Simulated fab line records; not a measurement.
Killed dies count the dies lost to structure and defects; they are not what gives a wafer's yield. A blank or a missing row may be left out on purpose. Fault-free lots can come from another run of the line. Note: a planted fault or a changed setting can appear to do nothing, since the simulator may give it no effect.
Problem report in the 8D (eight disciplines) form, filled by code ; flow gf180mcu ; the parts of the form that need people (team, actions taken, sign-off) are left out

== 1. WHAT WENT WRONG ==
GF_M2_CD_MEAS_14, cd-nm: mean 272.2 nm over 1 wafer from 1 lot; wafers with no fault: 279.9 nm, standard deviation 1.2. That puts it -6.4 standard deviations away from the usual mean.
The step: target cd 280 nm.
The first sign was on wafer L326.3 at day 26 07:54, on cd-sem-02. The record holds 36 wafers of 12 lots with a number at this step. By rule, "out" or "out of limits" means more than 4 standard deviations away from the usual mean. Any other wafer with a number is counted as sound.

== 2. WHAT IT IS; WHAT IT IS NOT ==
question;is;is not
which readings at this step;cd-nm;-
which lots;L326;L305, L306, L307, L308, L309, L310, L312, L313, L315, L327, L328
which wafers of those lots;L326.3;L326.1, L326.4
read on which gauges;cd-sem-02;cd-sem-01
when;from day 26 07:54;"up to then (29 sound wafers); but 6 sound wafers of L327, L328 came after"

== 3. THE SUSPECTS, EACH WITH WHAT RULES IT OUT ==
Counting: any tool at a process step up to the reading remains a suspect provided it ran every lot that is out. Sound lots after the first of them don't rule it out here, since some wafers of a struck lot are sound.
- the gauge at GF_M2_CD_MEAS_14: kept. All the wafers that are out were read on cd-sem-02, and no step on other tools shows them out.
- pvd-sputter-03 at GF_M2_SPUTTER_04 (material TiN, target thk 50 nm, time 41.7 s): kept. L326, the lot that is out, went through it at day 25 11:36; up to then, the latest sound lot through it was L313 at day 21 14:26.
- litho-track-03 at GF_M2_PEB_12 (peb time 90 s): kept. L326, the lot that is out, went through it at day 26 07:33; up to then, the latest sound lot through it was L312 at day 22 01:05.
The count leaves pvd-sputter-03 at GF_M2_SPUTTER_04, litho-track-03 at GF_M2_PEB_12, and cd-sem-02 at GF_M2_CD_MEAS_14.

== 4. THE CAUSE (what the simulator had put in) ==
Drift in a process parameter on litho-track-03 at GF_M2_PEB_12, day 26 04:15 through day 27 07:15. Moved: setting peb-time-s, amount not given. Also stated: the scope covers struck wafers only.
3 suspects survive the count, and this tool is in that group.

== 5. THE CHAIN OF EFFECTS, in route order ==
Rows list readings where the struck wafers' mean (over those with a number) sits beyond 3 standard deviations from the usual. Scope: only readings with a usual standard deviation given in the record; hours: median across lots of the time from each lot's start at the first step in this table that gives one to its start at this step; sigmas: change in usual standard deviations.
hours;step;reading;usual;on struck wafers;change;sigmas
0;GF_M2_CD_MEAS_14;cd-nm;279.9 nm;272.2;-7.7;-6.4
Later measuring or inspecting steps at which every struck wafer that the step has a row for has a number for every such reading, and none has moved that far: GF_V2_THK_MEAS_01.

== 6. WHAT WOULD HAVE CAUGHT IT SOONER ==
4 hours passed between the start of the fault at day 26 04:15 and the first reading out of limits at a measuring or inspecting step in this record, taken at day 26 07:54.
No tool reading at GF_M2_PEB_12 that has a usual standard deviation in the record was out on any struck wafer, so an alarm limit of 4 standard deviations on those readings would not have fired.
By day 26 07:54 the whole set of lots that are out, 1 in number, had already begun GF_M2_PEB_12 on litho-track-03. Had the tool been put on hold then, not one of them would have been saved.
